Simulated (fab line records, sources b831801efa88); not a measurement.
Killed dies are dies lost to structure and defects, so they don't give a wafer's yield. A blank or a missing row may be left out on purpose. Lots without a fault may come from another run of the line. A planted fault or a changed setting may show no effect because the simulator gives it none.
fab line records | flow sky130
record lots=5 wafers=15 last_day=49
route steps=708 shown LDD_HVN@274 LDD_HVP@278 LDD_LDN@289 SPACER@304 POLY_CUT@307
lots that met no fault: from a run of the same line without faults
start_h: hours from the record's first day to the start of the lot's first wafer shown | wait_h: hours since the lot's step before | " the same as in the row above | L1.1+2: a row that stands for several wafers | - no value, or no start given | * or withheld: withheld | < > ~ a bound
route shown NAME@n: a module of which the file shows steps, and the number in the route of the first | usual: mean/standard deviation of fault-free wafers | same: alike in all rows | chamber/n: place in a boat | sites: the reading at each site | _std_site: their standard deviation | _edge_site: outer sites' mean less inner sites' | radius_mm: how far each site lies from the wafer's centre | mask NAME#n: copy n | behind: the tool/chamber that last shaped the wafer | hold: why the lot was held/for how many hours/how that ended | device: the transistor (n, p or np) that didn't switch | end of line: the same wafers' tests at the end of the route | a step without rows: its recipe alone | killed: dies lost to structure and defects at the first sort, not the wafer's yield | map: a wafer's dies, x killed, . not, _ none there
set.NAME: the setting as run; set.NAME@STEP: as run at that earlier step | model.NAME: the simulator's own value behind a step, which no gauge read
lots at some steps of the route; a table a step, a row a wafer
services: from which hour (start_h, from the record's first day; less than 0 if before it) a tool's chamber was out of use, for how many hours, and why
## steps
# step SKY_LDD_HVN_OVL_MEAS_07
# usual LDD_HVN_OVL=0.3/1.8
# columns lot.wafer tool chamber start_h wait_h LDD_HVN_OVL[nm]
L075.1 overlay-01 - 473.01 0.1 0.2
L075.4 " - " " 0.3
L075.6 " - " " 2.0
L081.2 overlay-01 - 528.21 0.1 -0.6
L081.3 " - " " -2.8
L081.4 " - " " -3.0
L089.3 overlay-02 - 598.53 0.1 2.0
L089.4 " - " " 3.5
L089.6 " - " " 3.1
L090.2 overlay-01 - 615.36 0.1 -1.6
L090.5 " - " " -1.5
L090.6 " - " " -2.3
L092.3 overlay-02 - 619.77 0.1 3.4
L092.4 " - " " 2.6
L092.5 " - " " 3.3
# step SKY_LDD_HVN_IMPLANT_08
# recipe species=P energy_kev=60 dose_cm2=3e+13 tilt_deg=40
# columns lot.wafer tool chamber start_h wait_h
L075.1+4+6 implanter-04 0 473.05 0.0
L081.2+3+4 implanter-04 0 528.27 0.0
L089.3+4+6 implanter-03 0 598.60 0.1
L090.2+5+6 implanter-01 0 615.42 0.0
L092.3+4+5 implanter-04 0 619.84 0.1
# step SKY_LDD_HVN_STRIP_09
# recipe chemistry=O2/N2 power_w=1400 pressure_mtorr=1500 platen_temp_c=withheld o2_flow_sccm=3000 n2_flow_sccm=300 overash_fraction=0.5
# usual drypump_motor_current_A=5.7/0.36 o2_flow_sccm=2999/8.1 oes_product_au=0.409/0.0045 strip_time_to_endpoint_s=4.134/0.015
# columns lot.wafer tool chamber start_h wait_h drypump_motor_current_A o2_flow_sccm oes_product_au rf_hours_counter_h strip_time_to_endpoint_s
L075.1 plasma_asher-01 0 473.20 0.1 5.1 2995 0.411 79 4.107
L075.4 " 0 " " 5.1 2984 0.401 - 4.108
L075.6 " 0 " " 5.1 2993 0.406 - 4.127
L081.2 plasma_asher-04 1 528.39 0.1 6.2 3004 0.407 10 4.128
L081.3 " 1 " " 6.2 3006 0.407 - 4.131
L081.4 " 0 " " 5.8 2992 0.409 - 4.115
L089.3 plasma_asher-02 1 598.73 0.1 5.8 2997 0.410 - 4.142
L089.4 " 0 " " 5.7 3009 0.405 - 4.144
L089.6 " 0 " " 5.8 3000 0.417 - 4.140
L090.2 plasma_asher-01 0 615.54 0.1 5.1 2999 0.407 92 4.135
L090.5 " 0 " " 5.1 3014 0.410 - 4.143
L090.6 " 1 " " 5.5 2990 0.413 - 4.130
L092.3 plasma_asher-04 0 619.98 0.1 5.9 3014 0.405 - 4.140
L092.4 " 1 " " 6.3 3005 0.403 - 4.134
L092.5 " 1 " " 6.3 3010 0.407 - 4.139
# step SKY_LDD_HVN_TW_MEAS_10
# usual LDD_HVN_TW=1433/14
# columns lot.wafer tool chamber start_h wait_h LDD_HVN_TW
L075.1 film_metro-04 - 473.30 0.1 1422
L075.4 " - " " 1425
L075.6 " - " " 1426
L081.2 film_metro-04 - 528.50 0.1 1413
L081.3 " - " " 1418
L081.4 " - " " 1414
L089.3 film_metro-04 - 598.82 0.1 1413
L089.4 " - " " 1418
L089.6 " - " " 1415
L090.2 film_metro-01 - 615.65 0.1 1447
L090.5 " - " " 1446
L090.6 " - " " 1448
L092.3 film_metro-01 - 620.06 0.1 1435
L092.4 " - " " 1446
L092.5 " - " " 1447
# step SKY_LDD_HVP_DEHYDRATE_00
# recipe temp_c=200 time_s=60
# columns lot.wafer tool chamber start_h wait_h
L075.1+4+6 litho_track-02 0 488.56 15.3
L081.2+3+4 litho_track-04 0 542.71 14.2
L089.3+4+6 litho_track-03 0 613.62 14.8
L090.2+5+6 litho_track-04 0 629.01 13.3
L092.3+4+5 litho_track-04 0 633.78 13.7
# step SKY_LDD_HVP_HMDS_01
# recipe prime_time_s=60 prime_temp_c=120
# columns lot.wafer tool chamber start_h wait_h
L075.1+4+6 litho_track-02 0 488.71 0.1
L081.2+3+4 litho_track-04 0 542.86 0.1
L089.3+4+6 litho_track-03 0 613.77 0.1
L090.2+5+6 litho_track-04 0 629.16 0.1
L092.3+4+5 litho_track-04 0 633.93 0.1
# step SKY_LDD_HVP_COAT_02
# recipe resist=NOVOLAK spin_rpm=3000 resist_thk_nm=300
# columns lot.wafer tool chamber start_h wait_h
L075.1+4+6 litho_track-02 0 488.86 0.1
L081.2+3+4 litho_track-04 0 543.01 0.1
L089.3+4+6 litho_track-03 0 613.92 0.1
L090.2+5+6 litho_track-04 0 629.31 0.1
L092.3+4+5 litho_track-04 0 634.08 0.1
# step SKY_LDD_HVP_SOFTBAKE_03
# recipe temp_c=90 time_s=60 resist=NOVOLAK
# columns lot.wafer tool chamber start_h wait_h
L075.1+4+6 litho_track-02 0 489.01 0.1
L081.2+3+4 litho_track-04 0 543.16 0.1
L089.3+4+6 litho_track-03 0 614.07 0.1
L090.2+5+6 litho_track-04 0 629.46 0.1
L092.3+4+5 litho_track-04 0 634.23 0.1
# step SKY_LDD_HVP_EXPOSE_04
# recipe mask_id=HVPTM na=0.6 source_shape=conventional sigma_outer=0.6 polarization=unpolarized target_cd_nm=700 dose_mj=86
# columns lot.wafer tool chamber start_h wait_h mask
L075.1+4+6 iline_stepper-01 0 - - HVPTM#0
L081.2+3+4 iline_stepper-01 0 - - HVPTM#0
L089.3+4+6 iline_stepper-02 0 - - HVPTM#0
L090.2+5+6 iline_stepper-01 0 - - HVPTM#0
L092.3+4+5 iline_stepper-02 0 - - HVPTM#0
# step SKY_LDD_HVP_PEB_05
# recipe temp_c=withheld time_s=* resist=NOVOLAK
# columns lot.wafer tool chamber start_h wait_h
L075.1+4+6 litho_track-02 0 - -
L081.2+3+4 litho_track-04 0 - -
L089.3+4+6 litho_track-03 0 - -
L090.2+5+6 litho_track-02 0 - -
L092.3+4+5 litho_track-02 0 - -
# step SKY_LDD_HVP_DEVELOP_06
# recipe resist=NOVOLAK developer=TMAH develop_time_s=60 dev_temp_c=23
# columns lot.wafer tool chamber start_h wait_h
L075.1+4+6 litho_track-02 0 504.11 0.1
L081.2+3+4 litho_track-04 0 558.01 0.1
L089.3+4+6 litho_track-03 0 627.87 0.1
L090.2+5+6 litho_track-02 0 644.49 0.1
L092.3+4+5 litho_track-02 0 648.61 0.1
# step SKY_LDD_HVP_OVL_MEAS_07
# usual LDD_HVP_OVL=0.3/1.4
# columns lot.wafer tool chamber start_h wait_h LDD_HVP_OVL[nm]
L075.1 overlay-01 - 504.26 0.1 -1.1
L075.4 " - " " -1.6
L075.6 " - " " -1.4
L081.2 overlay-02 - 558.14 0.1 2.3
L081.3 " - " " 1.8
L081.4 " - " " 3.0
L089.3 overlay-02 - 627.98 0.1 0.3
L089.4 " - " " -0.1
L089.6 " - " " 1.0
L090.2 overlay-01 - 644.62 0.1 0.3
L090.5 " - " " 1.2
L090.6 " - " " -0.6
L092.3 overlay-01 - 648.73 0.1 0.5
L092.4 " - " " -0.7
L092.5 " - " " 0.2
# step SKY_LDD_HVP_IMPLANT_08
# recipe species=B energy_kev=20 dose_cm2=1.7e+13 tilt_deg=17.9
# columns lot.wafer tool chamber start_h wait_h
L075.1+4+6 implanter-02 0 504.30 0.0
L081.2+3+4 implanter-04 0 558.19 0.0
L089.3+4+6 implanter-03 0 628.05 0.1
L090.2+5+6 implanter-04 0 644.67 0.0
L092.3+4+5 implanter-03 0 648.80 0.1
# step SKY_LDD_HVP_STRIP_09
# recipe chemistry=O2/N2 power_w=1400 pressure_mtorr=1500 platen_temp_c=withheld o2_flow_sccm=3000 n2_flow_sccm=300 overash_fraction=0.5
# usual drypump_motor_current_A=5.4/0.34 o2_flow_sccm=3002/8.2 oes_product_au=0.408/0.0041 strip_time_to_endpoint_s=4.135/0.013
# columns lot.wafer tool chamber start_h wait_h drypump_motor_current_A o2_flow_sccm oes_product_au rf_hours_counter_h strip_time_to_endpoint_s
L075.1 plasma_asher-03 0 504.45 0.1 5.3 2993 0.412 38 4.141
L075.4 " 0 " " 5.3 3013 0.407 - 4.117
L075.6 " 0 " " 5.3 3011 0.404 - 4.106
L081.2 plasma_asher-02 1 558.32 0.1 5.8 3006 0.415 73 4.130
L081.3 " 1 " " 5.8 2998 0.408 - 4.134
L081.4 " 0 " " 5.7 3013 0.403 - 4.127
L089.3 plasma_asher-03 1 628.19 0.1 4.8 2996 0.404 - 4.140
L089.4 " 0 " " 5.2 3000 0.410 - 4.136
L089.6 " 1 " " 4.8 3009 0.402 - 4.130
L090.2 plasma_asher-02 0 644.80 0.1 5.7 3000 0.413 80 4.147
L090.5 " 1 " " 5.8 3005 0.416 - 4.123
L090.6 " 0 " " 5.7 2999 0.410 - 4.121
L092.3 plasma_asher-01 1 648.93 0.1 5.4 2999 0.408 - 4.131
L092.4 " 0 " " 5.1 2998 0.410 - 4.118
L092.5 " 1 " " 5.5 3001 0.407 - 4.150
# step SKY_LDD_HVP_TW_MEAS_10
# usual LDD_HVP_TW=456/3.8
# columns lot.wafer tool chamber start_h wait_h LDD_HVP_TW
L075.1 film_metro-04 - 504.55 0.1 449
L075.4 " - " " 449
L075.6 " - " " 450
L081.2 film_metro-03 - 558.43 0.1 458
L081.3 " - " " 458
L081.4 " - " " 458
L089.3 film_metro-02 - 628.27 0.1 460
L089.4 " - " " 460
L089.6 " - " " 455
L090.2 film_metro-03 - 644.91 0.1 457
L090.5 " - " " 458
L090.6 " - " " 459
L092.3 film_metro-02 - 649.02 0.1 460
L092.4 " - " " 462
L092.5 " - " " 459
# step SKY_LDD_LDN_DEHYDRATE_00
# recipe temp_c=200 time_s=60
# columns lot.wafer tool chamber start_h wait_h
L075.1+4+6 litho_track-02 0 519.51 15.0
L081.2+3+4 litho_track-01 0 572.98 14.5
L089.3+4+6 litho_track-01 0 642.51 14.2
L090.2+5+6 litho_track-01 0 658.23 13.3
L092.3+4+5 litho_track-02 0 663.01 14.0
# step SKY_LDD_LDN_HMDS_01
# recipe prime_time_s=60 prime_temp_c=120
# columns lot.wafer tool chamber start_h wait_h
L075.1+4+6 litho_track-02 0 519.66 0.1
L081.2+3+4 litho_track-01 0 573.13 0.1
L089.3+4+6 litho_track-01 0 642.66 0.1
L090.2+5+6 litho_track-01 0 658.38 0.1
L092.3+4+5 litho_track-02 0 663.16 0.1
# step SKY_LDD_LDN_COAT_02
# recipe resist=NOVOLAK spin_rpm=3000 resist_thk_nm=1140
# columns lot.wafer tool chamber start_h wait_h
L075.1+4+6 litho_track-02 0 519.81 0.1
L081.2+3+4 litho_track-01 0 573.28 0.1
L089.3+4+6 litho_track-01 0 642.81 0.1
L090.2+5+6 litho_track-01 0 658.53 0.1
L092.3+4+5 litho_track-02 0 663.31 0.1
# step SKY_LDD_LDN_SOFTBAKE_03
# recipe temp_c=90 time_s=60 resist=NOVOLAK
# columns lot.wafer tool chamber start_h wait_h
L075.1+4+6 litho_track-02 0 519.96 0.1
L081.2+3+4 litho_track-01 0 573.43 0.1
L089.3+4+6 litho_track-01 0 642.96 0.1
L090.2+5+6 litho_track-01 0 658.68 0.1
L092.3+4+5 litho_track-02 0 663.46 0.1
# step SKY_LDD_LDN_EXPOSE_04
# recipe mask_id=LDNTM na=0.6 source_shape=conventional sigma_outer=0.6 polarization=unpolarized target_cd_nm=700 dose_mj=140
# columns lot.wafer tool chamber start_h wait_h mask
L075.1+4+6 iline_stepper-02 0 - - LDNTM#0
L081.2+3+4 iline_stepper-02 0 - - LDNTM#0
L089.3+4+6 iline_stepper-02 0 - - LDNTM#0
L090.2+5+6 iline_stepper-01 0 - - LDNTM#0
L092.3+4+5 iline_stepper-01 0 - - LDNTM#0
# step SKY_LDD_LDN_PEB_05
# recipe temp_c=withheld time_s=* resist=NOVOLAK
# columns lot.wafer tool chamber start_h wait_h
L075.1+4+6 litho_track-02 0 - -
L081.2+3+4 litho_track-01 0 - -
L089.3+4+6 litho_track-03 0 - -
L090.2+5+6 litho_track-02 0 - -
L092.3+4+5 litho_track-02 0 - -
# step SKY_LDD_LDN_DEVELOP_06
# recipe resist=NOVOLAK developer=TMAH develop_time_s=60 dev_temp_c=23
# columns lot.wafer tool chamber start_h wait_h
L075.1+4+6 litho_track-02 0 534.31 0.1
L081.2+3+4 litho_track-01 0 587.73 0.1
L089.3+4+6 litho_track-03 0 657.27 0.1
L090.2+5+6 litho_track-02 0 672.99 0.1
L092.3+4+5 litho_track-02 0 677.81 0.1
# step SKY_LDD_LDN_OVL_MEAS_07
# usual LDD_LDN_OVL=0.3/1.3
# columns lot.wafer tool chamber start_h wait_h LDD_LDN_OVL[nm]
L075.1 overlay-01 - 534.46 0.1 -0.3
L075.4 " - " " 0.2
L075.6 " - " " -1.7
L081.2 overlay-02 - 587.86 0.1 0.4
L081.3 " - " " 0.4
L081.4 " - " " -0.2
L089.3 overlay-02 - 657.38 0.1 2.5
L089.4 " - " " 0.8
L089.6 " - " " 1.6
L090.2 overlay-02 - 673.12 0.1 1.2
L090.5 " - " " -0.3
L090.6 " - " " 0.6
L092.3 overlay-01 - 677.93 0.1 -0.8
L092.4 " - " " 0.1
L092.5 " - " " 1.2
# step SKY_LDD_LDN_IMPLANT_08
# recipe species=As energy_kev=15 dose_cm2=1.25e+13 tilt_deg=withheld rotation_deg=23
# columns lot.wafer tool chamber start_h wait_h
L075.1+4+6 implanter-04 0 534.50 0.0
L081.2+3+4 implanter-04 0 587.92 0.0
L089.3+4+6 implanter-02 0 657.45 0.1
L090.2+5+6 implanter-01 0 673.17 0.0
L092.3+4+5 implanter-02 0 678.00 0.1
# step SKY_LDD_LDN_IMPLANT_09
# recipe species=As energy_kev=15 dose_cm2=1.25e+13 tilt_deg=withheld rotation_deg=113
# columns lot.wafer tool chamber start_h wait_h
L075.1+4+6 implanter-04 0 534.65 0.1
L081.2+3+4 implanter-04 0 588.07 0.1
L089.3+4+6 implanter-02 0 657.60 0.1
L090.2+5+6 implanter-01 0 673.32 0.1
L092.3+4+5 implanter-02 0 678.15 0.1
# step SKY_LDD_LDN_IMPLANT_10
# recipe species=As energy_kev=15 dose_cm2=1.25e+13 tilt_deg=withheld rotation_deg=203
# columns lot.wafer tool chamber start_h wait_h
L075.1+4+6 implanter-04 0 534.80 0.1
L081.2+3+4 implanter-04 0 588.22 0.1
L089.3+4+6 implanter-02 0 657.75 0.1
L090.2+5+6 implanter-01 0 676.07 2.7
L092.3+4+5 implanter-02 0 678.30 0.1
# step SKY_LDD_LDN_IMPLANT_11
# recipe species=As energy_kev=15 dose_cm2=1.25e+13 tilt_deg=withheld rotation_deg=293
# columns lot.wafer tool chamber start_h wait_h
L075.1+4+6 implanter-04 0 534.95 0.1
L081.2+3+4 implanter-04 0 588.37 0.1
L089.3+4+6 implanter-02 0 657.90 0.1
L090.2+5+6 implanter-01 0 676.22 0.1
L092.3+4+5 implanter-02 0 678.45 0.1
# step SKY_LDD_LDN_STRIP_12
# recipe chemistry=O2/N2 power_w=1400 pressure_mtorr=1500 platen_temp_c=withheld o2_flow_sccm=3000 n2_flow_sccm=300 overash_fraction=0.5
# usual drypump_motor_current_A=5.4/0.48 o2_flow_sccm=3002/8.2 oes_product_au=0.716/0.0043 strip_time_to_endpoint_s=14.19/0.042
# columns lot.wafer tool chamber start_h wait_h drypump_motor_current_A o2_flow_sccm oes_product_au rf_hours_counter_h strip_time_to_endpoint_s
L075.1 plasma_asher-04 1 535.10 0.1 6.2 3000 0.715 11 14.18
L075.4 " 1 " " 6.2 3006 0.711 - 14.14
L075.6 " 0 " " 5.9 3012 0.708 - 14.21
L081.2 plasma_asher-04 1 588.49 0.1 6.2 3008 0.719 16 14.20
L081.3 " 1 " " 6.2 2998 0.719 - 14.18
L081.4 " 0 " " 5.9 3003 0.713 - 14.20
L089.3 plasma_asher-03 0 658.04 0.1 5.3 2995 0.718 - 14.22
L089.4 " 1 " " 4.8 3002 0.720 - 14.21
L089.6 " 0 " " 5.3 2994 0.713 - 14.20
L090.2 plasma_asher-01 1 676.35 0.1 5.5 3003 0.719 98 14.20
L090.5 " 0 " " 5.1 3014 0.718 - 14.20
L090.6 " 1 " " 5.4 3004 0.715 - 14.22
L092.3 plasma_asher-03 1 678.58 0.1 4.9 3005 0.720 - 14.14
L092.4 " 0 " " 5.3 3005 0.716 - 14.15
L092.5 " 0 " " 5.3 3004 0.707 - 14.17
# step SKY_LDD_LDN_TW_MEAS_13
# usual LDD_LDN_TW=1480/13
# columns lot.wafer tool chamber start_h wait_h LDD_LDN_TW
L075.1 film_metro-03 - 535.21 0.1 1465
L075.4 " - " " 1469
L075.6 " - " " 1468
L081.2 film_metro-01 - 588.60 0.1 1486
L081.3 " - " " 1484
L081.4 " - " " 1485
L089.3 film_metro-03 - 658.12 0.1 1476
L089.4 " - " " 1477
L089.6 " - " " 1484
L090.2 film_metro-01 - 676.46 0.1 1491
L090.5 " - " " 1496
L090.6 " - " " 1487
L092.3 film_metro-03 - 678.67 0.1 1481
L092.4 " - " " 1476
L092.5 " - " " 1488
# step SKY_LDD_LDN_CLEAN_14
# recipe chemistry=SC1/SC2 mix=1:4:20 temp_c=70 time_s=150 dry=n2_spin
# columns lot.wafer tool chamber start_h wait_h
L075.1+4+6 wet_bench-04 0 535.27 0.1
L081.2+3+4 wet_bench-04 2 588.65 0.0
L089.3+4+6 wet_bench-01 3 658.16 0.0
L090.2+5+6 wet_bench-02 3 676.53 0.1
L092.3+4+5 wet_bench-04 0 678.71 0.0
# step SKY_SPACER_CVD_00
# recipe material=Si3N4 precursor=DCS/NH3 target_thk_nm=43.1 temp_c=770 time_s=740 pressure_mtorr=250
# usual spike_tc_centre_C=771.4/1.6 zone_power_centre_pct=14.2/0.69 zone_power_top_pct=23.4/0.78
# columns lot.wafer tool chamber start_h wait_h spike_tc_centre_C zone_power_centre_pct zone_power_top_pct
L075.1 lpcvd-02 1 535.33 0.0 771.3 14.9 24.5
L075.4 " 1 " " 771.5 14.6 24.6
L075.6 " 1 " " 771.7 14.9 24.2
L081.2 lpcvd-02 1 589.30 0.6 770.7 14.8 24.2
L081.3 " 1 " " 772.2 14.9 24.4
L081.4 " 1 " " 770.7 14.6 24.2
L089.3 lpcvd-02 0 658.47 0.2 769.4 13.7 22.9
L089.4 " 0 " " 771.0 13.2 22.7
L089.6 " 0 " " 769.2 13.4 22.7
L090.2 lpcvd-02 1 676.93 0.4 773.7 14.8 24.3
L090.5 " 1 " " 772.1 14.9 24.2
L090.6 " 1 " " 774.1 14.9 23.9
L092.3 lpcvd-02 0 679.50 0.7 771.0 13.4 22.5
L092.4 " 0 " " 772.0 13.6 23.0
L092.5 " 0 " " 772.0 13.7 22.5
# step SKY_SPACER_THK_MEAS_01
# recipe reads=Si3N4_of_SPACER_CVD_00
# usual SPACER_CVD_00_THK=43.0/0.36
# columns lot.wafer tool chamber start_h wait_h SPACER_CVD_00_THK[nm]
L075.1 film_metro-02 - 536.53 0.0 43.0
L075.4 " - " " 42.8
L075.6 " - " " 43.0
L081.2 film_metro-03 - 590.52 0.0 43.1
L081.3 " - " " 43.0
L081.4 " - " " 42.7
L089.3 film_metro-02 - 659.69 0.0 43.2
L089.4 " - " " 43.6
L089.6 " - " " 43.5
L090.2 film_metro-02 - 678.15 0.0 43.2
L090.5 " - " " 43.3
L090.6 " - " " 43.1
L092.3 film_metro-02 - 680.72 0.0 43.1
L092.4 " - " " 43.6
L092.5 " - " " 43.0
# step SKY_SPACER_ETCHBACK_02
# recipe chemistry=CH3F/O2 target=Si3N4 stop_on=SiO2 source_w=400 bias_w=80 pressure_mtorr=25 ch3f_flow_sccm=40 O2_flow_sccm=30 time_s=46.7 target_depth_a=450
# usual drypump_motor_current_A=5.8/0.47 oes_product_au=0.854/0.0059 throttle_valve_pct=10.563/0.0095
# columns lot.wafer tool chamber start_h wait_h drypump_motor_current_A oes_product_au rf_hours_counter_h throttle_valve_pct
L075.1 rie_diel-03 3 536.59 0.1 6.0 0.866 1 10.566
L075.4 " 1 " " 5.6 0.848 5 10.562
L075.6 " 0 " " 5.0 0.851 - 10.565
L081.2 rie_diel-01 2 590.57 0.0 5.5 0.854 9 10.565
L081.3 " 3 " " 6.6 0.844 9 10.557
L081.4 " 2 " " 5.5 0.855 - 10.552
L089.3 rie_diel-03 0 659.73 0.0 5.0 0.856 21 10.582
L089.4 " 3 " " 6.1 0.857 - 10.574
L089.6 " 0 " " 4.9 0.858 - 10.559
L090.2 rie_diel-04 0 678.20 0.0 5.8 0.860 41 10.579
L090.5 " 2 " " 6.3 0.863 - 10.562
L090.6 " 1 " " 6.3 0.855 - 10.560
L092.3 rie_diel-04 3 680.76 0.0 5.6 0.855 3 10.569
L092.4 " 0 " " 5.8 0.868 41 10.552
L092.5 " 2 " " 6.3 0.858 - 10.547
# step SKY_POLY_CUT_DEHYDRATE_00
# recipe temp_c=200 time_s=60
# columns lot.wafer tool chamber start_h wait_h
L075.1+4+6 litho_track-01 0 551.51 14.9
L081.2+3+4 litho_track-04 0 603.76 13.2
L089.3+4+6 litho_track-01 0 673.51 13.8
L090.2+5+6 litho_track-03 0 690.34 12.1
L092.3+4+5 litho_track-01 0 694.46 13.7
# step SKY_POLY_CUT_HMDS_01
# recipe prime_time_s=60 prime_temp_c=120
# columns lot.wafer tool chamber start_h wait_h
L075.1+4+6 litho_track-01 0 551.66 0.1
L081.2+3+4 litho_track-04 0 603.91 0.1
L089.3+4+6 litho_track-01 0 673.66 0.1
L090.2+5+6 litho_track-03 0 690.49 0.1
L092.3+4+5 litho_track-01 0 694.61 0.1
# step SKY_POLY_CUT_COAT_02
# recipe resist=BARC temp_c=withheld time_s=withheld spin_rpm=3000 resist_thk_nm=60
# columns lot.wafer tool chamber start_h wait_h
L075.1+4+6 litho_track-01 0 551.81 0.1
L081.2+3+4 litho_track-04 0 604.06 0.1
L089.3+4+6 litho_track-01 0 673.81 0.1
L090.2+5+6 litho_track-03 0 690.64 0.1
L092.3+4+5 litho_track-01 0 694.76 0.1
# step SKY_POLY_CUT_COAT_03
# recipe resist=KrF-thick spin_rpm=3000 resist_thk_nm=450
# columns lot.wafer tool chamber start_h wait_h
L075.1+4+6 litho_track-01 0 - -
L081.2+3+4 litho_track-04 0 - -
L089.3+4+6 litho_track-01 0 - -
L090.2+5+6 litho_track-03 0 - -
L092.3+4+5 litho_track-01 0 - -
# step SKY_POLY_CUT_SOFTBAKE_04
# recipe temp_c=100 time_s=90 resist=KrF-thick
# columns lot.wafer tool chamber start_h wait_h
L075.1+4+6 litho_track-01 0 - -
L081.2+3+4 litho_track-04 0 - -
L089.3+4+6 litho_track-01 0 - -
L090.2+5+6 litho_track-03 0 - -
L092.3+4+5 litho_track-01 0 - -
## services
# columns tool chamber start_h hours kind
iline_stepper-01 - 453.08 1.7 pm
iline_stepper-02 - 455.82 1.7 pm
implanter-01 - 469.80 2.2 repair
implanter-02 - 472.25 4.7 repair
implanter-02 - 479.76 3.3 pm
iline_stepper-02 - 497.57 6.5 repair
implanter-04 - 504.85 3.1 repair
plasma_asher-03 - 512.74 3.2 repair
implanter-01 - 515.46 3.9 repair
lpcvd-02 - 539.76 1.8 repair
implanter-04 - 549.85 1.4 repair
implanter-04 - 555.72 1.2 repair
plasma_asher-01 - 559.89 14.6 pm
plasma_asher-04 - 578.12 1.9 repair
implanter-04 - 597.13 3.2 pm
plasma_asher-04 - 599.83 4.3 repair
implanter-04 - 614.11 2.9 repair
lpcvd-02 - 622.19 0.8 repair
implanter-02 - 659.96 0.5 repair
iline_stepper-01 - 671.26 1.7 pm
iline_stepper-02 - 674.00 1.7 pm
implanter-01 - 676.35 4.5 pm
implanter-04 - 678.85 2.8 repair
plasma_asher-03 - 683.60 22.6 repair
## key
fault none
